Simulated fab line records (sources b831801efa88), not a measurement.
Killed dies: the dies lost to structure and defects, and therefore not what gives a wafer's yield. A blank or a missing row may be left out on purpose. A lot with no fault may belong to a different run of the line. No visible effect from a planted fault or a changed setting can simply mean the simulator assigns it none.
Struck lot and sound lot, side by side + flow sfq-line + 21 steps out of a route of 325
Sound: wafers L749.1, L749.3, L749.5. Wafers struck: L763.2, L763.5, L763.6. The cause comes at the end.
Each step with rows lists, per side, the tool, then ch with its chambers, then its first start. Under that, the readings that differ: sound wafers + struck wafers + difference of the means + sigmas: that difference in standard deviations of wafers without a fault.
alike: same words and numbers on both sides, and readings whose means sit less than 2 such deviations apart. not compared: any withheld reading, any reading some wafer has no value for, any bound like >300 that may hide the same value, and any number with overlapping values for which the record gives no deviation.
The two part at a step that has a row with sigmas, a row that says differs or no value, or rows on one side only. Numbers that have no deviation but don't overlap get no sigmas and don't part them. A reading that every wafer of one side lacks parts them only if that side has two wafers or more.

first, 3 steps without rows for these wafers: SFQ_TRILAYER_M7_LITHO_EXPOSE_178 (exposes mask M7, target cd 500 nm); SFQ_TRILAYER_M7_LITHO_PEB_180 (peb time 60 s); SFQ_TRILAYER_M7_LITHO_DEVELOP_179 (time 60 s).
SFQ_M7_OVL_MEAS_945:
  sound on overlay-01, day 71 06:44; struck on overlay-01, day 82 06:45
  alike: M7_OVL
SFQ_TRILAYER_M7_BARC_OPEN_METAL_ETCH_229: etches BARC in O2, target depth 125 nm, time 41.7 s.
  sound on rie-metal-01 ch 0,1, day 71 06:46; struck on rie-metal-02 ch 0,1, day 82 06:47
  alike: drypump-motor-current-A, oes-product-au
  not compared: rf-hours-counter-h
then, 1 step without rows for these wafers: SFQ_TRILAYER_M7_ETCH_METAL_ETCH_180 (etches Nb in Cl2/Ar, stops on SiO2, target depth 240 nm, time 120 s).
SFQ_TRILAYER_M7_STRIP_STRIP_181: strips in O2.
  sound on rie-metal-01 ch 0,1, day 71 06:57; struck on rie-metal-02 ch 0,1, day 82 06:58
  alike: drypump-motor-current-A, oes-product-au
  not compared: rf-hours-counter-h
then, 2 steps without rows for these wafers: SFQ_TRILAYER_M7_STRIP_SOLV_CLEAN_182 (cleans in NMP, time 600 s); SFQ_TRILAYER_I7_DEP_PECVD_183 (deposits SiO2 from SiH4/N2O, time 111.11 s, target thk 500 nm).
SFQ_TRILAYER_I7_CMP_CMP_184: polishes SiO2.
  sound on cmp-02 ch 0,2,3, day 71 08:19; struck on cmp-01 ch 1,2,3, day 82 10:55
| reading                | sound       | struck      | difference | sigmas |
|------------------------|-------------|-------------|------------|--------|
| time-to-endpoint-s (s) | 205 202 220 | 230 227 223 | +18        | +3     |
  alike: head-pressure-psi, motor-current-A
SFQ_I7_BOW_MEAS_946:
  sound on film-metro-02, day 71 10:49; struck on film-metro-02, day 82 12:56
  alike: I7_BOW
SFQ_TRILAYER_I7_METRO_MEASURE_185:
  sound on film-metro-02, day 71 10:56; struck on film-metro-02, day 82 13:14
  alike: thk-nm
SFQ_TRILAYER_I7_VIA_LITHO_COAT_192: resist thk 62 nm.
  sound on litho-track-04 ch 0, day 71 12:08; struck on litho-track-04 ch 0, day 82 14:17
| reading                                                  | sound                | struck               | difference | sigmas      |
|----------------------------------------------------------|----------------------|----------------------|------------|-------------|
| spin-speed-rpm (rpm)                                     | 3001.2 2997.5 3000.5 | 3214.4 3213.2 3214.8 | +214.4     | +99 or more |
| model.BARC_of_TRILAYER_I7_VIA_LITHO_COAT_192.thk-nm (nm) | 62.15 62.06 62.02    | 60.21 60.01 60.14    | -1.96      |             |
then, 5 steps without rows for these wafers: SFQ_TRILAYER_I7_VIA_LITHO_COAT_187 (resist thk 650 nm); SFQ_TRILAYER_I7_VIA_LITHO_SOFTBAKE_191; SFQ_TRILAYER_I7_VIA_LITHO_EXPOSE_188 (exposes mask I7, target cd 1000 nm); SFQ_TRILAYER_I7_VIA_LITHO_PEB_190 (peb time 60 s); SFQ_TRILAYER_I7_VIA_LITHO_DEVELOP_189 (time 60 s).
-- the record jumps here: 3 days lie between the struck wafers' starts before and after --
SFQ_I7_OVL_MEAS_947:
  sound on overlay-01, day 75 06:53; struck on overlay-02, day 85 17:58
  alike: I7_OVL
SFQ_TRILAYER_I7_VIA_BARC_OPEN_VIA_ETCH_260: etches BARC in O2, target depth 125 nm, time 41.7 s.
  sound on rie-diel-04 ch 0,1,2, day 75 06:55; struck on rie-diel-04 ch 0,3, day 85 17:59
| reading                  | sound             | struck            | difference | sigmas |
|--------------------------|-------------------|-------------------|------------|--------|
| model.etch.depth-nm (nm) | 62.15 62.06 62.02 | 60.21 60.01 60.14 | -1.96      |        |
  alike: drypump-motor-current-A, oes-product-au
  not compared: rf-hours-counter-h
SFQ_TRILAYER_I7_VIA_ETCH_VIA_ETCH_190: etches SiO2 in CHF3, stops on Nb, target depth 260 nm.
  sound on rie-diel-04 ch 0,1,2, day 75 06:58; struck on rie-diel-04 ch 0,3, day 85 18:01
  alike: drypump-motor-current-A, oes-product-au

== WHERE THEY PART ==
At SFQ_TRILAYER_I7_CMP_CMP_184 first; at SFQ_TRILAYER_I7_VIA_LITHO_COAT_192 last (within this record only). Later steps at which nothing parts them and some readings are alike: SFQ_I7_OVL_MEAS_947, SFQ_TRILAYER_I7_VIA_BARC_OPEN_VIA_ETCH_260, SFQ_TRILAYER_I7_VIA_ETCH_VIA_ETCH_190.

WHY: the cause the simulator had injected
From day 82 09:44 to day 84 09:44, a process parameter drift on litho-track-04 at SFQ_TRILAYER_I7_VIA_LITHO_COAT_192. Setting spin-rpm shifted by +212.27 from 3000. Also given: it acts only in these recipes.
